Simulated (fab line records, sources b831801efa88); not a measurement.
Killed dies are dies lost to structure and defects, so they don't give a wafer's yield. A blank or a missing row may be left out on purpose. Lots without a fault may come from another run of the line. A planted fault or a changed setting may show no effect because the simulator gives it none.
A struck lot beside a sound one | flow gf180mcu | 14 steps out of a route of 602
Sound: wafers L959.2, L959.3, L959.6. Struck: wafers L957.1, L957.4, L957.5. The cause comes at the end.
At each step with rows: each side's tool, then ch and its chambers, then its first start. Under that, the readings that differ: sound wafers | struck wafers | difference of the means | sigmas: that difference in standard deviations of wafers without a fault.
alike: readings whose means differ by less than 2 such deviations, and words and numbers that are the same on both sides. not compared: withheld readings, readings that some wafer has no value for, bounds like >300 that may hide the same value, and numbers for which the record gives no deviation and whose values overlap.
The two part at a step that has a row with sigmas, a row that says differs or no value, or rows on one side only. Numbers that don't overlap but have no deviation are shown without sigmas and don't part them. A reading that every wafer of one side lacks parts them only if that side has two wafers or more.

GF_V1_CMP_26: polishes, stops on SiO2, t overpolish 15 s, target thk 0 nm.
  sound on cmp-01 ch 1,3, day 23 17:25; struck on cmp-01 ch 1,2, day 23 06:14
  alike: motor_current_A, overpolish_run_s, time_to_endpoint_s
GF_M2_SPUTTER_00: material Ti, target thk 37.5 nm, time 150 s.
  sound on pvd_sputter-02, day 23 17:43; struck on pvd_sputter-01, day 23 06:32
  alike: throttle_valve_pct
GF_M2_SPUTTER_01: material TiN, target thk 30 nm, time 25 s.
  sound on pvd_sputter-02, day 23 17:49; struck on pvd_sputter-01, day 23 06:38
  alike: throttle_valve_pct
then, 1 step without rows for these wafers: GF_M2_SPUTTER_02 (material AlCu, target thk 450 nm, time 23.9 s).
GF_M2_SPUTTER_03: material Ti, target thk 10 nm, time 6.7 s.
  sound on pvd_sputter-02, day 23 17:53; struck on pvd_sputter-01, day 23 06:41
  alike: throttle_valve_pct
GF_M2_SPUTTER_04: material TiN, target thk 50 nm, time 41.7 s.
  sound on pvd_sputter-02, day 23 17:54; struck on pvd_sputter-01, day 23 06:43
  alike: throttle_valve_pct
GF_M2_RS_MEAS_05: measures by four-point-probe.
  sound on film_metro-03, day 23 17:58; struck on film_metro-01, day 23 06:45
  alike: M2_ALCU_RS
GF_M2_THK_MEAS_06: measures by xrf.
  sound on film_metro-03, day 23 18:04; struck on film_metro-01, day 23 06:52
  alike: M2_ALCU_THK
then, 4 steps without rows for these wafers: GF_M2_DEHYDRATE_07 (time 60 s); GF_M2_HMDS_08 (prime time 60 s); GF_M2_COAT_09 (resist thk 1000 nm); GF_M2_SOFTBAKE_10 (time 60 s).
GF_M2_EXPOSE_11: exposes mask Metal2, target cd 280 nm.
  sound on krf_scanner-01 ch 0, day 24 04:47; struck on krf_scanner-01, day 23 18:17
  no value came back on the struck wafers for exposure_dose_mJ_cm2, focus_offset_nm (nm); on the sound wafers exposure_dose_mJ_cm2 reads 27.996 27.991 27.983
  alike: mask
then, 1 step without rows for these wafers: GF_M2_PEB_12 (peb time 90 s).

WHERE THEY PART
Only at GF_M2_EXPOSE_11, within this record.

WHY: what the simulator had put in
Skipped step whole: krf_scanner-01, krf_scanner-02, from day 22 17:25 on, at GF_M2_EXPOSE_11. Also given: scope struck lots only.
